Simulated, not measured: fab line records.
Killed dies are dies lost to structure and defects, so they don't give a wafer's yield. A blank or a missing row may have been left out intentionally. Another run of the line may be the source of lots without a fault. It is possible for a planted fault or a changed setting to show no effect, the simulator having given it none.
A struck lot beside a sound one | flow gf180mcu | 19 out of 602 route steps
Sound: wafers L261.2, L261.4, L261.5. Wafers L251.2, L251.3, L251.4 were the ones struck. At the end, the cause is stated.
At each step with rows: each side's tool, then ch and its chambers, then its first start. Under that, the readings that differ: sound wafers | struck wafers | difference of the means | sigmas: that difference in standard deviations of wafers without a fault.
alike: same words and numbers on both sides, and readings whose means sit less than 2 such deviations apart. not compared: any withheld reading, any reading some wafer has no value for, any bound like >300 that may hide the same value, and any number with overlapping values for which the record gives no deviation.
A row with sigmas, a row that says differs or no value, or rows on one side alone: a step with any of these is where the two part. Non-overlapping numbers with no deviation appear without sigmas and do not part them. Lack of a reading on every wafer of one side parts them only where that side has two or more wafers.

first, 4 steps without rows for these wafers: GF_NSD_SOFTBAKE_03 (time 60 s); GF_NSD_EXPOSE_04 (exposes mask Nplus, target cd 400 nm); GF_NSD_PEB_05; GF_NSD_DEVELOP_06 (develop time 60 s).
GF_NSD_CD_MEAS_07: target cd 400 nm.
  struck on cd sem-02, day 17 11:46; sound on cd sem-01, day 20 18:16
  alike: cd nm
GF_NSD_OVL_MEAS_08:
  struck on overlay-02, day 17 11:52; sound on overlay-02, day 20 18:22
  alike: NSD_OVL
then, 2 steps without rows for these wafers: GF_NSD_IMPLANT_09; GF_NSD_IMPLANT_10.
GF_NSD_STRIP_11: strips in O2/N2.
  sound on plasma asher-02 ch 0,1, day 20 18:42; struck on plasma asher-02 ch 0,1, day 17 12:12
  alike: drypump motor current A, heater power w, oes product au, strip time to endpoint s
  not compared: rf hours counter h
GF_NSD_TW_MEAS_12:
  struck on film metro-02, day 17 12:19; sound on film metro-02, day 20 18:49
  alike: NSD_TW
then, 2 steps without rows for these wafers: GF_PSD_DEHYDRATE_00 (time 60 s); GF_PSD_HMDS_01 (prime time 60 s).
GF_PSD_COAT_02: resist thk 1000 nm.
  sound on litho track-04 ch 0, day 21 06:04; struck on litho track-04, day 17 23:46
  no value came back on the struck wafers for chill plate temp C (C), dispense pressure kPa (kPa); on the sound wafers chill plate temp C (C) reads 22.91 22.93 22.98
then, 4 steps without rows for these wafers: GF_PSD_SOFTBAKE_03 (time 60 s); GF_PSD_EXPOSE_04 (exposes mask Pplus, target cd 400 nm); GF_PSD_PEB_05; GF_PSD_DEVELOP_06 (develop time 60 s).
GF_PSD_CD_MEAS_07: target cd 400 nm.
  struck on cd sem-02, day 18 11:22; sound on cd sem-02, day 21 18:19
  reading    | sound             | struck | difference                    | sigmas
  cd nm (nm) | 399.1 401.8 399.1 | - - -  | no value on the struck wafers |
GF_PSD_OVL_MEAS_08:
  struck on overlay-02, day 18 11:28; sound on overlay-02, day 21 18:25
  reading      | sound       | struck | difference                    | sigmas
  PSD_OVL (nm) | 1.3 2.0 0.2 | - - -  | no value on the struck wafers |

## WHERE THEY PART
At GF_PSD_COAT_02 first; at GF_PSD_OVL_MEAS_08 last (within this record only).

WHY: whatever the simulator had introduced
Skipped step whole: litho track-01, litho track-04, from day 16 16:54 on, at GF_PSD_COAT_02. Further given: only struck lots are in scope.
